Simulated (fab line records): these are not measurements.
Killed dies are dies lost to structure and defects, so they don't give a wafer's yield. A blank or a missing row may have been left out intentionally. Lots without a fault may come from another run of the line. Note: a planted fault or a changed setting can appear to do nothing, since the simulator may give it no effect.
A lot that was struck, set against a sound lot -- flow gf180mcu -- 37 steps out of a route of 602
Sound: the wafers L365.1, L365.2, L365.4. The struck wafers were L374.2, L374.4, L374.5. Last of all comes the cause.
Per side, at each step with rows, come the tool, then ch with its chambers, and then its first start. Under that, the readings that differ: sound wafers -- struck wafers -- difference of the means -- sigmas: that difference in standard deviations of wafers without a fault.
alike: a reading whose means differ by less than 2 such deviations, as well as words and numbers matching on both sides. not compared: withheld readings; readings where some wafer has no value; bounds like >300 that might hide an equal value; numbers whose values overlap and for which the record gives no deviation.
A row with sigmas, a row that says differs or no value, or rows on one side alone: a step with any of these is where the two part. Numbers that don't overlap but have no deviation are shown without sigmas and don't part them. Lack of a reading on every wafer of one side parts them only where that side has two or more wafers.

first, 2 steps without rows for these wafers: GF_M2_PEB_12 (peb time 90 s); GF_M2_DEVELOP_13 (develop time 60 s).
GF_M2_CD_MEAS_14 targets a cd of 280 nm.
  struck on cdSem-02, day 24 22:13; sound on cdSem-02, day 22 00:02
  alike: cdNm
GF_M2_OVL_MEAS_15:
  struck on overlay-01, day 24 22:19; sound on overlay-02, day 22 00:09
  alike: M2_OVL
GF_M2_METAL_ETCH_16: etches the open film in Cl2/BCl3, stops on SiO2, target depth 627.5 nm, time 104.6 s.
  sound on rieMetal-04 ch 0,1, day 22 00:11; struck on rieMetal-01 ch 0, day 24 22:23
  alike: drypumpMotorCurrentA, oesProductAu, throttleValvePct
  not compared: rfHoursCounterH
GF_M2_STRIP_17: strips in O2/N2.
  sound on plasmaAsher-03 ch 0,1, day 22 00:18; struck on plasmaAsher-01 ch 0, day 24 22:34
  alike: drypumpMotorCurrentA, heaterPowerW, o2FlowSccm, oesProductAu, stripTimeToEndpointS
  not compared: rfHoursCounterH
then, 3 steps without rows for these wafers: GF_M2_STRIP_18 (strips in post etch residue remover, time 1200 s); GF_M2_CLEAN_19 (cleans in DIW); GF_V2_CVD_00 (deposits SiO2, target thk 600 nm, time 100 s).
GF_V2_THK_MEAS_01:
  struck on filmMetro-03, day 24 23:11; sound on filmMetro-02, day 22 00:54
  alike: V2_CVD_00_THK
GF_V2_CVD_02: deposits SiO2 from TEOS, target thk 850 nm, time 94.851 s.
  sound on pecvd-04 ch 0,1, day 22 00:58; struck on pecvd-01 ch 1,2, day 24 23:14
  alike: heaterPowerW
GF_V2_THK_MEAS_03:
  struck on filmMetro-01, day 24 23:19; sound on filmMetro-01, day 22 01:02
  alike: V2_CVD_02_THK
GF_V2_CMP_04: polishes SiO2.
  sound on cmp-02 ch 0,1,3, day 22 01:05; struck on cmp-01 ch 0,1,2, day 24 23:43
reading,sound,struck,difference,sigmas
timeToEndpointS (s),89 83 88,56 62 60,-27,-6
model.SiO2_of_V2_CVD_02.thkNm (nm),634.5 634.4 633.6,697 697.5 697.8,+63,
  alike: motorCurrentA, slurryFilterDpKPa, slurryFlowMlMin
GF_V2_BOW_MEAS_05:
  struck on filmMetro-02, day 24 23:56; sound on filmMetro-01, day 22 01:23
  alike: V2_BOW
then, 8 steps without rows for these wafers: GF_V2_DEHYDRATE_06 (time 60 s); GF_V2_HMDS_07 (prime time 60 s); GF_V2_COAT_08; GF_V2_COAT_09 (resist thk 1000 nm); GF_V2_SOFTBAKE_10 (time 60 s); GF_V2_EXPOSE_11 (exposes mask Via2, target cd 260 nm); GF_V2_PEB_12 (peb time 90 s); GF_V2_DEVELOP_13 (develop time 60 s).
GF_V2_CD_MEAS_14 targets a cd of 260 nm.
  struck on cdSem-01, day 25 21:07; sound on cdSem-01, day 23 00:14
  alike: cdNm
GF_V2_OVL_MEAS_15:
  struck on overlay-01, day 25 21:13; sound on overlay-02, day 23 00:22
  alike: V2_OVL
then, 1 step without rows for these wafers: GF_V2_ETCH_16 (etches BARC in N2/H2).
GF_V2_ETCH_17: etches SiO2 in C4F8/O2/Ar, stops on TiN, target depth 630 nm.
  sound: rieDiel-04 ch 0,1,3; struck: rieDiel-03 ch 0,2,3
reading,sound,struck,difference,sigmas
oesProductAu (a.u.),0.858 0.858 0.851,0.897 0.912 0.906,+0.049,+11
model.V2.featureDepthNm (nm),634.5 634.4 633.6,697 697.5 697.8,+63,
model.etch.depthNm (nm),634.5 634.4 633.6,697 697.5 697.8,+63,
then, 3 steps without rows for these wafers: GF_V2_STRIP_18 (strips in O2/N2); GF_V2_STRIP_19 (strips in post etch residue remover, time 1200 s); GF_V2_CLEAN_20 (cleans in DIW).
GF_V2_SPUTTER_21: material Ti, target thk 15 nm, time 80.02 s.
  struck on pvdSputter-02, day 25 21:55; sound on pvdSputter-04, day 23 01:04
  alike: throttleValvePct
then, 1 step without rows for these wafers: GF_V2_SPUTTER_22 (material TiN, target thk 10 nm, time 40 s).
GF_V2_CVD_23: deposits W, target thk 350 nm, time 104.94 s.
  sound on cvdW-02 ch 0,1, day 23 01:10; struck on cvdW-02 ch 0,1, day 25 22:01
reading,sound,struck,difference,sigmas
chamberPressureTorr (Torr),39.75 39.96 39.82,40.00 39.97 40.14,+0.19,+2
  alike: heaterPowerW
GF_V2_RS_MEAS_24: a four-point-probe measurement.
  struck on filmMetro-02, day 25 22:08; sound on filmMetro-02, day 23 01:16
  alike: V2_W_RS
GF_V2_THK_MEAS_25: measures by xrf.
  struck on filmMetro-02, day 25 22:15; sound on filmMetro-02, day 23 01:23
  alike: V2_W_THK
GF_V2_CMP_26: polishes, stops on SiO2, t overpolish 15 s, target thk 0 nm.
  sound on cmp-02 ch 0,1,3, day 23 01:30; struck on cmp-01 ch 0,1, day 25 22:18
reading,sound,struck,difference,sigmas
model.SiO2_of_V2_CVD_02.thkNm (nm),630.7 630.6 629.8,693.3 693.7 694,+63.3,
  alike: motorCurrentA, slurryFilterDpKPa, slurryFlowMlMin
then, 1 step without rows for these wafers: GF_M3_SPUTTER_00 (material Ti, target thk 37.5 nm, time 150 s).
-- the record jumps here: 7 days lie between the struck wafers' starts before and after (it left off in module M3 and takes up again in module PASSIVATION, whose first step shown is number 602 of the route) --
GF_PASSIVATION_PROBE_99:
  the record has rows for the struck wafers here (prober-02, day 33 09:06) and none for the sound ones

## WHERE THEY PART
First at GF_V2_CMP_04; last, within this record, at GF_PASSIVATION_PROBE_99.

WHY: the cause the simulator had injected
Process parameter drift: cmp-01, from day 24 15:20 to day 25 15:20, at GF_V2_CMP_04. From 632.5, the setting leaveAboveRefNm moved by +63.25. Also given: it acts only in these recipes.
